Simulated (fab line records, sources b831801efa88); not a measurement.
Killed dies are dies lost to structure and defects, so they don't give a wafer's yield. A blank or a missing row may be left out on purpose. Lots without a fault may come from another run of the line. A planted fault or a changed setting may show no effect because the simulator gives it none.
Chamber matching | flow sky130 | SKY_VIA4_CMP_21 on cmp-01: 4 sister chambers
The step polishes, stops on SiO2, t overpolish 25 s, target thk 0 nm. 4 wafers are shown with their chamber, then 7 later ones without.

WAFERS WITH THEIR CHAMBER
wafer  | chamber | motor_current_A (A)
L791.2 | 0       | 12.9
L794.1 | 1       | 10.2
L804.3 | 2       | 10.2
L804.5 | 3       | 10.1

WAFERS WITHOUT THEIR CHAMBER
wafer  | motor_current_A (A)
L804.6 | 10.1
L806.1 | 10.0
L806.2 | 10.2
L806.3 | 13.3
L809.1 | 9.5
L809.3 | 10.0
L809.4 | 10.6

WHICH CHAMBER EACH WENT THROUGH
wafer  | from the rows above          | in truth
L804.6 | can't be placed: 3 or 1 or 2 | 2
L806.1 | can't be placed: 3 or 1 or 2 | 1
L806.2 | can't be placed: 1 or 2 or 3 | 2
L806.3 | 0                            | 0
L809.1 | can't be placed: 3 or 1 or 2 | 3
L809.3 | can't be placed: 3 or 1 or 2 | 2
L809.4 | can't be placed: 1 or 2 or 3 | 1
Placed correctly: 1 of 7. Can't be placed from these rows: 6 (the true chamber is among the candidates in 6). Placed wrongly: 0.
How it was worked out, from the rows above alone: a wafer's distance from a chamber is the root of the sum, over the readings, of the square of ((its reading less the chamber's mean) divided by the reading's scatter). The wafer belongs to the nearest chamber; if the next one is less than 2 further off, it can't be placed. A chamber's mean is the mean of its shown wafers. The scatter: with one shown wafer a chamber, the root of the mean of the squares of how far each hidden wafer lies from its nearest shown one.
